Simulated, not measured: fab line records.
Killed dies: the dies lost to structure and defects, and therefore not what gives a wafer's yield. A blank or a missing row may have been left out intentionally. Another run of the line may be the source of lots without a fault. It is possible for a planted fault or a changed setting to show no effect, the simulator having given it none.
Comparing a struck lot with a sound one :: flow sky130 :: 32 steps out of a route of 708
Sound: the wafers L246.3, L246.4, L246.5. Wafers struck: L255.3, L255.4, L255.6. The cause is named last.
At each step with rows: each side's tool, then ch and its chambers, then its first start. Under that, the readings that differ: sound wafers :: struck wafers :: difference of the means :: sigmas: that difference in standard deviations of wafers without a fault.
alike: words and numbers the same on both sides, and readings whose means are apart by under 2 such deviations; not compared: readings that were withheld, readings missing a value for some wafer, numbers with overlapping values and no deviation given by the record, and bounds like >300 which may hide the same value.
Wherever a step has rows on one side only, a row that says differs or no value, or a row with sigmas, the two part there. Numbers that don't overlap but have no deviation are shown without sigmas and don't part them. Lack of a reading on every wafer of one side parts them only where that side has two or more wafers.

first, 10 steps without rows for these wafers: SKY_LI_CONTACT_EXPOSE_09 (exposes mask LICM1, target cd 170 nm); SKY_LI_CONTACT_PEB_10; SKY_LI_CONTACT_DEVELOP_11 (develop time 60 s); SKY_LI_CONTACT_ETCH_14 (etches BARC in N2/H2, stops on SiO2, time 45.9 s, target depth 60 nm); SKY_LI_CONTACT_ETCH_15 (etches PSG in C4F8/O2/Ar, stops on Si, target depth 600 nm); SKY_LI_CONTACT_STRIP_16 (strips in O2/N2); SKY_LI_CONTACT_CLEAN_17 (cleans in NMP, time 600 s); SKY_LI_CONTACT_PRE_CLEAN_18 (time 5.6 s); SKY_LI_CONTACT_SPUTTER_19 (material Ti, target thk 20 nm, time 106.37 s); SKY_LI_CONTACT_SPUTTER_20 (material TiN, target thk 20 nm, time 80 s).
SKY_LI_CONTACT_CVD_21: deposits W, target thk 400 nm, time 120.56 s.
  sound on cvd_w-01 ch 0,1, day 32 00:03; struck on cvd_w-02 ch 0,1, day 34 01:30
  alike: heater_power_w
then, 20 steps without rows for these wafers: SKY_LI_CONTACT_CMP_24 (polishes, stops on PSG, t overpolish 20 s, target thk 0 nm); SKY_LOCAL_INTERCONNECT_SPUTTER_00 (material TiN, target thk 100 nm, time 83.3 s); SKY_LOCAL_INTERCONNECT_DEHYDRATE_03 (time 60 s); SKY_LOCAL_INTERCONNECT_HMDS_04 (prime time 60 s); SKY_LOCAL_INTERCONNECT_COAT_05 (resist thk 60 nm); SKY_LOCAL_INTERCONNECT_COAT_06 (resist thk 450 nm); SKY_LOCAL_INTERCONNECT_SOFTBAKE_07 (time 90 s); SKY_LOCAL_INTERCONNECT_EXPOSE_08 (exposes mask LI1M, target cd 170 nm); SKY_LOCAL_INTERCONNECT_PEB_09; SKY_LOCAL_INTERCONNECT_DEVELOP_10 (develop time 60 s); SKY_LOCAL_INTERCONNECT_ETCH_13 (etches BARC in N2/H2, stops on SiO2, time 45.9 s, target depth 60 nm); SKY_LOCAL_INTERCONNECT_METAL_ETCH_14 (etches TiN in Cl2/BCl3, stops on PSG, target depth 110 nm, time 31.4 s); SKY_LOCAL_INTERCONNECT_STRIP_15 (strips in O2/N2); SKY_LOCAL_INTERCONNECT_STRIP_16 (strips in post etch residue remover, time 1200 s); SKY_LOCAL_INTERCONNECT_CLEAN_17 (cleans in IPA, time 180 s); SKY_LOCAL_INTERCONNECT_CLEAN_18 (cleans in O3/DIW); SKY_CONTACT_CVD_00 (deposits Si3N4, target thk 75 nm); SKY_CONTACT_HDPCVD_02 (deposits SiO2, target thk 565 nm, time 94.2 s); SKY_CONTACT_CMP_04 (polishes SiO2); SKY_CONTACT_DEHYDRATE_06 (time 60 s).
-- the record jumps here: 15 days lie between the struck wafers' starts before and after (it left off in module CONTACT and takes up again in module PAD_OPEN, whose first step shown is number 708 of the route) --
SKY_PAD_OPEN_PROBE_99:
  the record has rows for the struck wafers here (prober-02, day 49 05:10) and none for the sound ones

## WHERE THEY PART
Only at SKY_PAD_OPEN_PROBE_99, as far as this record shows.

WHY: whatever the simulator had introduced
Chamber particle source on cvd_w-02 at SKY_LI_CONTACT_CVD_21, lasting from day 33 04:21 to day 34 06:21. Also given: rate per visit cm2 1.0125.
